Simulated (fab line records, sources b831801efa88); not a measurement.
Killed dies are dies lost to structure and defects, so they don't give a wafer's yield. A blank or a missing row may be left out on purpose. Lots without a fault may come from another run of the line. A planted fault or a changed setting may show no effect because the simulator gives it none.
Split-lot experiment | flow sky130 | 5 lots, 23 wafers read, on a route of 708 steps

THE SPLIT
At SKY_LI_CONTACT_COAT_07 (resist thk 450 nm), the setting resist_thk_nm was moved away from the recipe's 450 nm on 6 of the 23 wafers read, by +1.7% to +4.2%. The other wafers ran this setting at the recipe's value.

FROM THE SPLIT TO THE READING: what the file shows between them, 3 steps
- SKY_LI_CONTACT_SOFTBAKE_08: time 90 s
- SKY_LI_CONTACT_EXPOSE_09: exposes mask LICM1, target cd 170 nm
- SKY_LI_CONTACT_ETCH_14: etches BARC in N2/H2, stops on SiO2, time 45.9 s, target depth 60 nm

THE READING
KrF-thick_of_LI_CONTACT_COAT_07.thk_nm (the simulator's own value, which no gauge read), in nm, at SKY_LI_CONTACT_ETCH_15 (etches PSG in C4F8/O2/Ar, stops on Si, target depth 600 nm). The file gives no usual value for it. The 17 wafers here that ran the recipe average 229.2 nm, standard deviation 2.8 nm.

wafer  | tool, chamber at the split | resist_thk_nm as run, nm | against the recipe | KrF-thick_of_LI_CONTACT_COAT_07.thk_nm, nm | against lot-mates on the recipe
L074.1 | litho_track-02, 0          | 450                      | recipe             | 227.5                                      | -
L074.2 | litho_track-02, 0          | 450                      | recipe             | 229.4                                      | -
L074.3 | litho_track-02, 0          | 450                      | recipe             | 224                                        | -
L074.4 | litho_track-02, 0          | 450                      | recipe             | 227.6                                      | -
L074.6 | litho_track-02, 0          | 450                      | recipe             | 227.5                                      | -
L077.1 | litho_track-04, 0          | 450                      | recipe             | 226                                        | -
L077.2 | litho_track-04, 0          | 468.7                    | +4.2%              | 248.5                                      | +22.2
L077.4 | litho_track-04, 0          | 468.7                    | +4.2%              | 248.7                                      | +22.3
L077.5 | litho_track-04, 0          | 450                      | recipe             | 226.7                                      | -
L077.6 | litho_track-04, 0          | 468.7                    | +4.2%              | 245.8                                      | +19.5
L081.1 | litho_track-02, 0          | 457.6                    | +1.7%              | 237                                        | +6.6
L081.2 | litho_track-02, 0          | 450                      | recipe             | 231.5                                      | -
L081.3 | litho_track-02, 0          | 450                      | recipe             | 229.3                                      | -
L081.4 | litho_track-02, 0          | 457.6                    | +1.7%              | 238.4                                      | +8.0
L081.5 | litho_track-02, 0          | 457.6                    | +1.7%              | 235.6                                      | +5.2
L084.2 | litho_track-03, 0          | 450                      | recipe             | 234.1                                      | -
L084.3 | litho_track-03, 0          | 450                      | recipe             | 227.1                                      | -
L084.4 | litho_track-03, 0          | 450                      | recipe             | 229.4                                      | -
L084.5 | litho_track-03, 0          | 450                      | recipe             | 233.2                                      | -
L084.6 | litho_track-03, 0          | 450                      | recipe             | 227.6                                      | -
L085.1 | litho_track-03, 0          | 450                      | recipe             | 233.6                                      | -
L085.3 | litho_track-03, 0          | 450                      | recipe             | 229.8                                      | -
L085.6 | litho_track-03, 0          | 450                      | recipe             | 232.8                                      | -

THE FIT
A straight line over all 23 wafers: KrF-thick_of_LI_CONTACT_COAT_07.thk_nm changes by +4.45 nm for each +1% of resist_thk_nm; r = +0.93; the points scatter about the line by 2.6 nm.
The same after taking each lot's own level away (the mean of its wafers on the recipe; 23 wafers): +5.01 nm for each +1%; r = +0.97; scatter 2 nm.
On that fit, the largest move of resist_thk_nm shifts the reading by 21 nm.
The lots' own levels span 226.35 to 232.07 nm, that is 2.0 times the standard deviation above.
So the lot-to-lot level changes the slope: the two fits differ.
Check: with one of the wafers moved furthest among these (+4.2%) left out of the fit, the line predicts +20 nm for it against its lot-mates. It came out at +22.2 nm against them.

OTHER SPLITS ON THESE WAFERS
These wafers also went through other splits before the reading. Each is held against what the fit with the lots' levels taken away leaves over:
other split on the same wafers           | wafers away from the commonest value | r with KrF-thick_of_LI_CONTACT_COAT_07.thk_nm (lot level and that fit taken away)
SKY_SD_N_EXPOSE_04 dose_mj               | 6                                    | +0.14
SKY_SD_N_IMPLANT_09 energy_kev           | 10                                   | +0.32
SKY_LI_CONTACT_CMP_02 leave_above_ref_nm | 8                                    | -0.02

THE WHOLE CHAIN: every reading that the file lists as answering this split, in the file's order
step                    | what it does                                               | reading                                                                                 | change (the file's fit)              | r (the file's)
SKY_LI_CONTACT_COAT_07  | resist thk 450 nm                                          | KrF-thick_of_LI_CONTACT_COAT_07.thk_nm (the simulator's own value, which no gauge read) | +4.67 nm for each +1% of the setting | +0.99
SKY_LI_CONTACT_ETCH_15  | etches PSG in C4F8/O2/Ar, stops on Si, target depth 600 nm | KrF-thick_of_LI_CONTACT_COAT_07.thk_nm (the simulator's own value, which no gauge read) | +4.96 nm for each +1% of the setting | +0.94
SKY_LI_CONTACT_STRIP_16 | strips in O2/N2                                            | strip_time_to_endpoint_s                                                                | withheld for each +1% of the setting | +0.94

THE FILE'S OWN FIT
KrF-thick_of_LI_CONTACT_COAT_07.thk_nm changes by +4.96 nm for each +1% of resist_thk_nm, r = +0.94.
